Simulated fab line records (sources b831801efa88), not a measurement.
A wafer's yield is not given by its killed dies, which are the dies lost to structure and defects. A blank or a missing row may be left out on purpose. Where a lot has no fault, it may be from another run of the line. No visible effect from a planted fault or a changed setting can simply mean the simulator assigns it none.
What tool caused it? | flow sfqLine | 14 lots, 42 wafers sampled, at 1 step of a route of 325

## WHAT THE GAUGES SHOWED, per wafer
The record lacks any reading of a measuring or inspecting step that a usual standard deviation could be used to judge.

## EACH LOT AND THE TOOL THAT RAN IT (in order: tool; ch and the chambers of the sampled wafers; start)
lot  | SFQ_TRILAYER_M2_BARC_OPEN_METAL_ETCH_077
L614 | rieMetal-01 ch 0,1, day 31 04:46
L615 | rieMetal-03 ch 0,1, day 31 14:22
L616 | rieMetal-01 ch 0,1, day 31 15:34
L617 | rieMetal-01 ch 0,1, day 32 09:05
L618 | rieMetal-03 ch 0,1, day 32 18:41
L619 | rieMetal-03 ch 0,1, day 33 05:37
L620 | rieMetal-03 ch 0,1, day 33 09:13
L621 | rieMetal-03 ch 0,1, day 34 00:49
L625 | rieMetal-01 ch 0, day 34 22:25
L630 | rieMetal-03 ch 0,1, day 36 17:26
L631 | rieMetal-03 ch 0,1, day 36 19:50
L632 | rieMetal-01 ch 0,1, day 37 09:59
L633 | rieMetal-01 ch 0,1, day 37 19:35
L637 | rieMetal-02 ch 0,1, day 39 09:59
- SFQ_TRILAYER_M2_BARC_OPEN_METAL_ETCH_077: etches BARC in O2, target depth 125 nm, time 41.7 s.

## WHAT THE TOOLS THEMSELVES READ (means of the sampled wafers that have a number; where no wafer has one, the mark that the record gives instead)
SFQ_TRILAYER_M2_BARC_OPEN_METAL_ETCH_077.
lot  | tool        | biasW (W) | drypumpMotorCurrentA (A) | oesProductAu (a.u.) | rfFwdPowerW (W)
L614 | rieMetal-01 | 80.09     | 6.22                     | 0.683               | 595
L615 | rieMetal-03 | 80.16     | 5.95                     | 0.680               | 596
L616 | rieMetal-01 | 80.13     | 6.22                     | 0.682               | 591
L617 | rieMetal-01 | 79.67     | 6.22                     | 0.681               | 592
L618 | rieMetal-03 | 79.82     | 5.95                     | 0.684               | 593
L619 | rieMetal-03 | 80.06     | 5.95                     | 0.680               | 594
L620 | rieMetal-03 | 80.33     | 5.96                     | 0.682               | 593
L621 | rieMetal-03 | 79.88     | 5.92                     | 0.682               | 593
L625 | rieMetal-01 | 79.74     | 6.10                     | 0.688               | 591
L630 | rieMetal-03 | 79.90     | 5.94                     | 0.687               | 529
L631 | rieMetal-03 | 79.95     | 5.95                     | 0.686               | 527
L632 | rieMetal-01 | 79.87     | 6.16                     | 0.683               | 591
L633 | rieMetal-01 | 80.08     | 6.25                     | 0.685               | 590
L637 | rieMetal-02 | 80.03     | 5.67                     | 0.686               | 592

## THE ANSWER, worked out from the rows above alone
Rule: usual is defined by the lots themselves. Put in order of their means at a reading, lots are off if they are a third of the lots or fewer, leave a main group of 4 or more, and stand apart from it by a gap of 3 or more times the standard deviation of the main group's means; of several such gaps the widest counts. The tables above print the reading to a certain number of digits; a main group whose means all agree to those digits is not used. A lot without any number at a reading at which 4 lots or more have one is off too. The other lots that the step has rows for count as sound. After the gauges, taken in route order, come the tools' own readings; for these a lot's mean is taken, as printed above. At the first step where some lot is off, the reading lying furthest off is the one used; lots without a number count as furthest.
Off, at SFQ_TRILAYER_M2_BARC_OPEN_METAL_ETCH_077 on rfFwdPowerW: L630, L631. For the main group the mean is 593 W and the standard deviation 1.7.
If a tool, at that step or one of the process steps before it, ran each lot that is off and ran no sound lot following the first of them, it fits. One fits: rieMetal-03 at SFQ_TRILAYER_M2_BARC_OPEN_METAL_ETCH_077. Its last sound lot is L621 (day 34 00:49), its first lot that is off L630 (day 36 17:26): a fault that began between those two fits.
On the lots that are off, the tool's own readings at SFQ_TRILAYER_M2_BARC_OPEN_METAL_ETCH_077 differ by more than 5 times the standard deviation of the sound lots' means, which bears it out; rfFwdPowerW reads 528 W there versus 593 W on the sound lots.

## WHAT THE SIMULATOR PUT IN
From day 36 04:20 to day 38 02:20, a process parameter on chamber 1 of rieMetal-03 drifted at SFQ_TRILAYER_M2_BARC_OPEN_METAL_ETCH_077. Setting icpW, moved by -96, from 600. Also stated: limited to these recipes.
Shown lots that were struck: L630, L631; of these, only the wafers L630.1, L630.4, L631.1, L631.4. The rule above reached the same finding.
